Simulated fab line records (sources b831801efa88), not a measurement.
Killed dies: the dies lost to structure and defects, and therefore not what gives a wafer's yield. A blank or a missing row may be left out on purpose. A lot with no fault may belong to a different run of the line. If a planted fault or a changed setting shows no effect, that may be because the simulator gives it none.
Matching of chambers :: flow gf180mcu :: GF_V1_CVD_02 on pecvd-03: 3 sister chambers
The step deposits SiO2 from TEOS, target thk 850 nm, time 94.851 s. 6 wafers are shown with their chamber, then 8 later ones without.

WAFERS, EACH WITH ITS CHAMBER
wafer: L082.5
chamber: 1
heater-power-w (W): 630

wafer: L082.6
chamber: 2
heater-power-w (W): 700

wafer: L083.2
chamber: 1
heater-power-w (W): 643

wafer: L083.3
chamber: 0
heater-power-w (W): 611

wafer: L083.5
chamber: 2
heater-power-w (W): 708

wafer: L085.1
chamber: 0
heater-power-w (W): 530

WAFERS WITHOUT THEIR CHAMBER
wafer: L085.3
heater-power-w (W): 612

wafer: L085.4
heater-power-w (W): 673

wafer: L089.2
heater-power-w (W): 752

wafer: L089.4
heater-power-w (W): 763

wafer: L089.5
heater-power-w (W): 500

wafer: L097.2
heater-power-w (W): 765

wafer: L097.3
heater-power-w (W): 559

wafer: L097.6
heater-power-w (W): 594

EACH ONE'S CHAMBER
wafer: L085.3
from the rows above: can't be placed: 1 or 0
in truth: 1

wafer: L085.4
from the rows above: can't be placed: 2 or 1
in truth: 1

wafer: L089.2
from the rows above: 2
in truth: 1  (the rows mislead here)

wafer: L089.4
from the rows above: 2
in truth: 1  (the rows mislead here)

wafer: L089.5
from the rows above: can't be placed: 0 or 1
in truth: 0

wafer: L097.2
from the rows above: 2
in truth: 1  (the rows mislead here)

wafer: L097.3
from the rows above: can't be placed: 0 or 1
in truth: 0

wafer: L097.6
from the rows above: can't be placed: 0 or 1
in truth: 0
Correctly placed: 0 of 8. Unplaceable from these rows: 5, with the true chamber sitting among the candidates in 5. Number placed wrongly: 3.
How it was worked out, from the rows above alone: a wafer's distance from a chamber is the root of the sum, over the readings, of the square of ((its reading less the chamber's mean) divided by the reading's scatter). The wafer belongs to the nearest chamber; if the next one is less than 2 further off, it can't be placed. Each chamber's mean is taken over the wafers shown for it. The scatter is the square root of a quotient: the sum, over the shown wafers, of each reading's squared deviation from its chamber's mean, divided by wafers minus chambers.
